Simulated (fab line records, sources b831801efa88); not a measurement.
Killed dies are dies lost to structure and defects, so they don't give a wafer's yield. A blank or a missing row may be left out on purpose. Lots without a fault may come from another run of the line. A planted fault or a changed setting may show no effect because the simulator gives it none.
Which tool did it? | flow gf180mcu | 24 lots, 72 wafers sampled, at 6 steps of a route of 602

WHAT THE GAUGES READ, wafer by wafer
GF_LVPWELL_TW_MEAS_11. Usual: LVPWELL_TW 560, standard deviation 9.6.
lot  | measured    | on            | LVPWELL_TW  | flag
L074 | day 3 21:11 | film_metro-01 | 551 554 552 |
L075 | day 4 02:40 | film_metro-04 | 569 564 567 |
L076 | day 4 07:02 | film_metro-04 | 569 567 567 |
L077 | day 4 15:59 | film_metro-04 | 572 569 569 |
L078 | day 4 19:03 | film_metro-01 | 550 551 553 |
L079 | day 5 00:24 | film_metro-01 | 554 556 553 |
L080 | day 5 05:47 | film_metro-04 | 571 571 574 |
L081 | day 5 11:33 | film_metro-04 | 571 569 573 |
L082 | day 5 17:56 | film_metro-01 | 547 552 554 |
L083 | day 5 23:32 | film_metro-04 | 568 572 569 |
L084 | day 6 05:08 | film_metro-01 | 552 554 550 |
L085 | day 6 10:42 | film_metro-01 | 555 551 551 |
L086 | day 6 15:01 | film_metro-03 | 561 559 563 |
L087 | day 7 03:50 | film_metro-03 | 559 556 560 |
L088 | day 7 05:12 | film_metro-03 | 560 561 558 |
L089 | day 7 08:23 | film_metro-01 | 551 549 550 |
L090 | day 7 17:41 | film_metro-01 | 552 554 551 |
L091 | day 8 00:07 | film_metro-04 | 575 573 575 |
L092 | day 8 05:34 | film_metro-01 | 548 547 547 |
L093 | day 8 10:24 | film_metro-04 | 578 578 579 |
L094 | day 8 12:48 | film_metro-03 | 559 561 563 |
L095 | day 8 20:23 | film_metro-03 | 563 566 562 |
L096 | day 9 02:04 | film_metro-01 | 550 546 548 |
L097 | day 9 07:35 | film_metro-01 | 548 545 550 |

GF_V4_OVL_MEAS_15. Usual: V4_OVL 0 nm, standard deviation 5.2.
lot  | measured     | on         | V4_OVL (nm) | flag
L074 | day 24 07:01 | overlay-01 | 1 4 -2      |
L075 | day 24 17:34 | overlay-01 | 2 -3 -3     |
L076 | day 24 23:07 | overlay-02 | 4 1 5       |
L077 | day 25 11:16 | overlay-01 | 1 -9 -9     |
L078 | day 25 19:16 | overlay-01 | 5 11 1      |
L079 | day 26 02:46 | overlay-01 | -7 3 0      |
L080 | day 26 08:07 | overlay-01 | 7 0 -4      |
L081 | day 26 16:07 | overlay-02 | 2 -4 2      |
L082 | day 26 19:40 | overlay-01 | 6 6 6       |
L083 | day 27 11:43 | overlay-02 | -4 -8 -3    |
L084 | day 27 16:37 | overlay-02 | 2 0 -6      |
L085 | day 27 22:40 | overlay-02 | -1 -2 3     |
L086 | day 28 09:16 | overlay-02 | -12 -11 -6  |
L087 | day 28 21:50 | overlay-02 | -2 9 -3     |
L088 | day 29 00:12 | overlay-02 | -1 5 1      |
L089 | day 29 03:43 | overlay-02 | 0 0 0       |
L090 | day 29 16:44 | overlay-01 | 2 3 5       |
L091 | day 29 21:23 | overlay-02 | -9 -9 0     |
L092 | day 30 03:41 | overlay-01 | 9 -6 1      |
L093 | day 30 09:37 | overlay-01 | -6 -2 2     |
L094 | day 30 15:13 | overlay-01 | 0 7 -2      |
L095 | day 30 21:31 | overlay-01 | -4 2 1      |
L096 | day 31 01:52 | overlay-02 | -3 6 -12    |
L097 | day 31 08:26 | overlay-02 | -4 -8 -6    |

GF_V5_THK_MEAS_25: measures by xrf. Usual: V5_W_THK 342 nm, standard deviation 4.9.
lot  | measured     | on            | V5_W_THK (nm) | flag
L074 | day 27 03:13 | film_metro-01 | 347 342 339   |
L075 | day 27 14:17 | film_metro-01 | 337 340 338   |
L076 | day 27 17:40 | film_metro-01 | 345 346 346   |
L077 | day 28 06:44 | film_metro-04 | 347 349 343   |
L078 | day 28 12:56 | film_metro-02 | 351 355 342   |
L079 | day 28 19:04 | film_metro-04 | 343 343 346   |
L080 | day 28 23:55 | film_metro-02 | 347 350 349   |
L081 | day 29 09:47 | film_metro-02 | 347 347 342   |
L082 | day 29 11:29 | film_metro-01 | 350 344 349   |
L083 | day 30 02:10 | film_metro-01 | 338 343 340   |
L084 | day 30 06:59 | film_metro-04 | 340 344 340   |
L085 | day 30 12:31 | film_metro-04 | 338 333 332   |
L086 | day 30 22:24 | film_metro-02 | 338 345 340   |
L087 | day 31 10:37 | film_metro-04 | 335 338 339   |
L088 | day 31 11:37 | film_metro-01 | 335 335 339   |
L089 | day 31 16:00 | film_metro-02 | 340 342 342   |
L090 | day 32 03:04 | film_metro-01 | 333 336 332   |
L091 | day 32 06:40 | film_metro-04 | 338 340 342   |
L092 | day 32 13:22 | film_metro-01 | 339 339 337   |
L093 | day 32 18:53 | film_metro-02 | 342 344 340   |
L094 | day 32 22:44 | film_metro-02 | 345 343 344   |
L095 | day 33 04:22 | film_metro-04 | 339 337 336   |
L096 | day 33 08:13 | film_metro-01 | 337 344 332   |
L097 | day 33 14:58 | film_metro-04 | 344 345 343   |

WHICH TOOL RAN EACH LOT (tool, then ch and the chambers of the sampled wafers, then the start)
lot  | GF_STI_ETCH_13                    | GF_M1_SPUTTER_01             | GF_M3_SPUTTER_00
L074 | rie_diel-04 ch 0,3, day 2 00:58   | pvd_sputter-04, day 16 01:07 | pvd_sputter-04, day 20 04:41
L075 | rie_diel-01 ch 0,1, day 2 06:19   | pvd_sputter-02, day 16 12:31 | pvd_sputter-04, day 20 16:11
L076 | rie_diel-02 ch 0,1,3, day 2 10:37 | pvd_sputter-01, day 16 17:32 | pvd_sputter-02, day 20 21:50
L077 | rie_diel-02 ch 0,1,3, day 2 18:22 | pvd_sputter-02, day 17 07:19 | pvd_sputter-04, day 21 11:29
L078 | rie_diel-01 ch 1,2, day 2 22:04   | pvd_sputter-01, day 17 16:33 | pvd_sputter-04, day 21 21:50
L079 | rie_diel-02 ch 0,2, day 3 02:58   | pvd_sputter-04, day 17 23:28 | pvd_sputter-02, day 22 05:16
L080 | rie_diel-02 ch 0,1,2, day 3 07:52 | pvd_sputter-02, day 18 04:26 | pvd_sputter-04, day 22 10:16
L081 | rie_diel-01 ch 0,3, day 3 13:19   | pvd_sputter-04, day 18 14:44 | pvd_sputter-04, day 22 20:16
L082 | rie_diel-01 ch 2,3, day 3 19:19   | pvd_sputter-04, day 18 20:53 | pvd_sputter-04, day 23 00:47
L083 | rie_diel-01 ch 0,1,2, day 3 23:46 | pvd_sputter-01, day 19 12:53 | pvd_sputter-01, day 23 17:42
L084 | rie_diel-04 ch 1,2,3, day 4 05:22 | pvd_sputter-01, day 19 18:53 | pvd_sputter-02, day 24 00:05
L085 | rie_diel-01 ch 0,3, day 4 10:55   | pvd_sputter-04, day 20 03:37 | pvd_sputter-01, day 24 06:07
L086 | rie_diel-02 ch 0,3, day 4 15:04   | pvd_sputter-01, day 20 15:28 | pvd_sputter-02, day 24 18:01
L087 | rie_diel-01 ch 0,2,3, day 4 20:25 | pvd_sputter-02, day 21 07:19 | pvd_sputter-01, day 25 08:32
L088 | rie_diel-02 ch 0,1,2, day 5 01:07 | pvd_sputter-04, day 21 10:26 | pvd_sputter-01, day 25 10:40
L089 | rie_diel-02 ch 0,1,2, day 5 06:25 | pvd_sputter-04, day 21 14:13 | pvd_sputter-04, day 25 14:53
L090 | rie_diel-04 ch 0,1,3, day 5 13:37 | pvd_sputter-02, day 22 06:49 | pvd_sputter-04, day 26 04:32
L091 | rie_diel-04 ch 1,2,3, day 5 19:22 | pvd_sputter-04, day 22 12:35 | pvd_sputter-02, day 26 09:54
L092 | rie_diel-01 ch 0,2, day 5 23:34   | pvd_sputter-01, day 22 18:11 | pvd_sputter-02, day 26 16:37
L093 | rie_diel-04 ch 0,1, day 6 04:04   | pvd_sputter-01, day 23 02:02 | pvd_sputter-01, day 26 23:51
L094 | rie_diel-04 ch 0,1,3, day 6 08:07 | pvd_sputter-04, day 23 08:56 | pvd_sputter-04, day 27 06:01
L095 | rie_diel-04 ch 0,1,3, day 6 15:13 | pvd_sputter-04, day 23 18:43 | pvd_sputter-04, day 27 13:21
L096 | rie_diel-02 ch 0,1,2, day 6 20:43 | pvd_sputter-04, day 23 22:42 | pvd_sputter-04, day 27 17:28
L097 | rie_diel-01 ch 0,1,2, day 7 01:25 | pvd_sputter-02, day 24 07:11 | pvd_sputter-04, day 28 01:10
- GF_STI_ETCH_13: etches the open film in CHF3/O2, stops on Si, target depth 282.31 nm, time 112.9 s.
- GF_M1_SPUTTER_01: material TiN, target thk 30 nm, time 25 s.
- GF_M3_SPUTTER_00: material Ti, target thk 37.5 nm, time 150 s.

WHAT THE TOOLS THEMSELVES READ (means of the sampled wafers that have a number; where no wafer has one, the mark that the record gives instead)
GF_STI_ETCH_13. Usual: drypump_motor_current_A 5.9 A, standard deviation 0.4; oes_product_au 0.833 a.u., standard deviation 0.0063; throttle_valve_pct 8.811 %, standard deviation 0.0092.
lot  | tool        | drypump_motor_current_A (A) | oes_product_au (a.u.) | throttle_valve_pct (%) | flag
L074 | rie_diel-04 | 5.8                         | 0.835                 | 8.809                  |
L075 | rie_diel-01 | 6.4                         | 0.827                 | 8.808                  |
L076 | rie_diel-02 | 5.8                         | 0.826                 | 8.810                  |
L077 | rie_diel-02 | 5.8                         | 0.839                 | 8.809                  |
L078 | rie_diel-01 | 6.5                         | 0.838                 | 8.819                  |
L079 | rie_diel-02 | 6.0                         | 0.835                 | 8.822                  |
L080 | rie_diel-02 | 5.9                         | 0.833                 | 8.823                  |
L081 | rie_diel-01 | 5.8                         | 0.835                 | 8.815                  |
L082 | rie_diel-01 | 6.0                         | 0.831                 | 8.819                  |
L083 | rie_diel-01 | 6.2                         | 0.841                 | 8.810                  |
L084 | rie_diel-04 | 5.8                         | 0.833                 | 8.811                  |
L085 | rie_diel-01 | 5.7                         | 0.835                 | 8.813                  |
L086 | rie_diel-02 | 5.7                         | 0.837                 | 8.809                  |
L087 | rie_diel-01 | 5.9                         | 0.832                 | 8.819                  |
L088 | rie_diel-02 | 5.9                         | 0.832                 | 8.815                  |
L089 | rie_diel-02 | 5.9                         | 0.831                 | 8.815                  |
L090 | rie_diel-04 | 6.1                         | 0.834                 | 8.812                  |
L091 | rie_diel-04 | 5.8                         | 0.828                 | 8.804                  |
L092 | rie_diel-01 | 5.9                         | 0.838                 | 8.811                  |
L093 | rie_diel-04 | 6.4                         | 0.826                 | 8.809                  |
L094 | rie_diel-04 | 6.1                         | 0.826                 | 8.803                  |
L095 | rie_diel-04 | 6.1                         | 0.827                 | 8.810                  |
L096 | rie_diel-02 | 5.9                         | 0.828                 | 8.810                  |
L097 | rie_diel-01 | 6.2                         | 0.829                 | 8.810                  |

GF_M1_SPUTTER_01. Usual: throttle_valve_pct 30.2 %, standard deviation 0.83.
lot  | tool           | throttle_valve_pct (%) | flag
L074 | pvd_sputter-04 | 30.6                   |
L075 | pvd_sputter-02 | 30.1                   |
L076 | pvd_sputter-01 | 30.1                   |
L077 | pvd_sputter-02 | 30.6                   |
L078 | pvd_sputter-01 | 30.6                   |
L079 | pvd_sputter-04 | 31.0                   |
L080 | pvd_sputter-02 | 29.6                   |
L081 | pvd_sputter-04 | 31.1                   |
L082 | pvd_sputter-04 | 30.9                   |
L083 | pvd_sputter-01 | 30.5                   |
L084 | pvd_sputter-01 | 30.4                   |
L085 | pvd_sputter-04 | 30.0                   |
L086 | pvd_sputter-01 | 30.4                   |
L087 | pvd_sputter-02 | 30.4                   |
L088 | pvd_sputter-04 | 30.8                   |
L089 | pvd_sputter-04 | 29.1                   |
L090 | pvd_sputter-02 | 29.0                   |
L091 | pvd_sputter-04 | 29.9                   |
L092 | pvd_sputter-01 | 30.0                   |
L093 | pvd_sputter-01 | 30.1                   |
L094 | pvd_sputter-04 | 31.0                   |
L095 | pvd_sputter-04 | 30.3                   |
L096 | pvd_sputter-04 | 30.3                   |
L097 | pvd_sputter-02 | 29.3                   |

GF_M3_SPUTTER_00. Usual: throttle_valve_pct 30.2 %, standard deviation 0.9.
lot  | tool           | throttle_valve_pct (%) | flag
L074 | pvd_sputter-04 | 30.4                   |
L075 | pvd_sputter-04 | 29.9                   |
L076 | pvd_sputter-02 | 30.0                   |
L077 | pvd_sputter-04 | 31.2                   |
L078 | pvd_sputter-04 | 31.1                   |
L079 | pvd_sputter-02 | 30.2                   |
L080 | pvd_sputter-04 | 30.5                   |
L081 | pvd_sputter-04 | 29.5                   |
L082 | pvd_sputter-04 | 29.5                   |
L083 | pvd_sputter-01 | 30.4                   |
L084 | pvd_sputter-02 | 30.5                   |
L085 | pvd_sputter-01 | 30.3                   |
L086 | pvd_sputter-02 | 29.0                   |
L087 | pvd_sputter-01 | 30.4                   |
L088 | pvd_sputter-01 | 30.7                   |
L089 | pvd_sputter-04 | 30.0                   |
L090 | pvd_sputter-04 | 30.3                   |
L091 | pvd_sputter-02 | 30.2                   |
L092 | pvd_sputter-02 | 31.0                   |
L093 | pvd_sputter-01 | 29.9                   |
L094 | pvd_sputter-04 | 30.3                   |
L095 | pvd_sputter-04 | 30.7                   |
L096 | pvd_sputter-04 | 30.0                   |
L097 | pvd_sputter-04 | 29.9                   |

THE ANSWER, worked out from the rows above alone
Rule: a lot is off if the mean of its wafers that have a number lies more than 3 standard deviations from the usual mean. A lot without any number at a reading at which 4 lots or more have one is off too. The other lots that the step has rows for count as sound. The gauges are gone through in route order, then the tools' own readings, and for those a lot's mean is taken as printed above. The first step at which some lot is off is used, and at that step the reading that is off furthest; a lot without a number counts as furthest.
No lot is off at any reading shown: from this, nothing can be told.

WHAT THE SIMULATOR HAD PUT IN
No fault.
